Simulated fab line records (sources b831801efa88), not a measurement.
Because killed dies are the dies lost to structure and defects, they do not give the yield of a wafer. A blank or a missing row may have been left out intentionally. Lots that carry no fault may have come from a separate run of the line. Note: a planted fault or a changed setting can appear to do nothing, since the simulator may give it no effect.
A struck lot beside a sound one | flow sky130 | 16 steps out of a route of 708
Sound: wafers L248.1, L248.4, L248.5. Wafers L255.3, L255.5 were the ones struck. The cause is given at the end.
At each step with rows: each side's tool, then ch and its chambers, then its first start. Under that, the readings that differ: sound wafers | struck wafers | difference of the means | sigmas: that difference in standard deviations of wafers without a fault.
alike: words and numbers the same on both sides, and readings whose means are apart by under 2 such deviations; not compared: readings that were withheld, readings missing a value for some wafer, numbers with overlapping values and no deviation given by the record, and bounds like >300 which may hide the same value.
Wherever a step has rows on one side only, a row that says differs or no value, or a row with sigmas, the two part there. Numbers that have no deviation but don't overlap get no sigmas and don't part them. A reading that every wafer of one side lacks parts them only if that side has two wafers or more.

first, 1 step without rows for these wafers: SKY_FIELD_ISO_DEVELOP_12 (develop time 60 s).
SKY_FIELD_ISO_CD_MEAS_13: the cd target is 150 nm.
  sound on cd-sem-02, day 2 09:56; struck on cd-sem-02, day 4 00:37
  alike: cd-nm
SKY_FIELD_ISO_ETCH_14: etches BARC in N2/H2, stops on SiO2, time 45.9 s, target depth 60 nm.
  sound on rie-diel-04 ch 0,1,3, day 2 10:03; struck on rie-diel-01 ch 0,2, day 4 00:41
  alike: bias-w, chamber-pressure-mTorr, drypump-motor-current-A, oes-product-au, throttle-valve-pct
  not compared: rf-hours-counter-h
SKY_FIELD_ISO_ETCH_15: etches the open film in CHF3/O2, stops on Si, target depth 180 nm, time 72 s.
  sound on rie-diel-04 ch 0,1,3, day 2 10:05; struck on rie-diel-01 ch 0,2, day 4 00:44
  alike: bias-w, chamber-pressure-mTorr, drypump-motor-current-A, oes-product-au, throttle-valve-pct
  not compared: rf-hours-counter-h
SKY_FIELD_ISO_STRIP_16: strips in O2/N2.
  sound on plasma-asher-04 ch 1, day 2 10:08; struck on plasma-asher-04 ch 1, day 4 00:50
  alike: chamber-pressure-mTorr, drypump-motor-current-A, oes-product-au, strip-time-to-endpoint-s
  not compared: rf-hours-counter-h
SKY_FIELD_ISO_ETCH_17: etches Si in HBr/Cl2/O2, target depth 342 nm, time 97.7 s.
  sound on rie-si-02 ch 0,1,2, day 2 10:14; struck on rie-si-02 ch 3, day 4 00:53
  alike: HBr_flow_sccm, bias-w, chamber-pressure-mTorr, drypump-motor-current-A, oes-product-au, throttle-valve-pct
  not compared: rf-hours-counter-h
then, 5 steps without rows for these wafers: SKY_FIELD_ISO_WET_ETCH_18 (etches Si3N4 in H3PO4, target depth 25 nm, time 286 s); SKY_FIELD_ISO_CLEAN_19 (cleans in SC1/SC2, time 150 s); SKY_FIELD_ISO_CLEAN_20 (cleans in dHF, time 20 s); SKY_FIELD_ISO_WET_ETCH_21 (etches SiO2 in dHF, target depth 20 nm, time 400 s); SKY_FIELD_ISO_OXIDATION_22 (stabilise 600 s, purge 300 s, target thk 10 nm).
SKY_FIELD_ISO_THK_MEAS_23:
  sound on film-metro-02, day 2 12:31; struck on film-metro-03, day 4 04:40
  alike: FIELD_ISO_OXIDATION_01_THK
SKY_FIELD_ISO_CVD_24: deposits SiO2, target thk 595 nm, time 99.2 s.
  sound on hdpcvd-02 ch 1,2, day 2 12:34; struck on hdpcvd-02 ch 1, day 4 04:43
  reading                                    | sound             | struck      | difference | sigmas
  model.SiO2_of_FIELD_ISO_CVD_24.thk-nm (nm) | 601.6 606.3 608.4 | 644.8 654.1 | +44.0      |
  alike: sih4-flow-sccm
SKY_FIELD_ISO_THK_MEAS_25:
  sound on film-metro-04, day 2 12:39; struck on film-metro-04, day 4 04:48
  reading                   | sound       | struck  | difference | sigmas
  FIELD_ISO_CVD_24_THK (nm) | 601 606 609 | 644 655 | +44        | +8
then, 1 step without rows for these wafers: SKY_FIELD_ISO_ANNEAL_26 (time 1800 s).
-- the record jumps here: 43 days lie between the struck wafers' starts before and after (it left off in module FIELD_ISO and takes up again in module PAD_OPEN, whose first step shown is number 708 of the route) --
SKY_PAD_OPEN_PROBE_99:
  the record has rows for the struck wafers here (prober-02, day 47 15:31) and none for the sound ones

## WHERE THEY PART
Earliest at SKY_FIELD_ISO_THK_MEAS_25; latest, in this record, at SKY_PAD_OPEN_PROBE_99.

WHY: what the simulator had put in
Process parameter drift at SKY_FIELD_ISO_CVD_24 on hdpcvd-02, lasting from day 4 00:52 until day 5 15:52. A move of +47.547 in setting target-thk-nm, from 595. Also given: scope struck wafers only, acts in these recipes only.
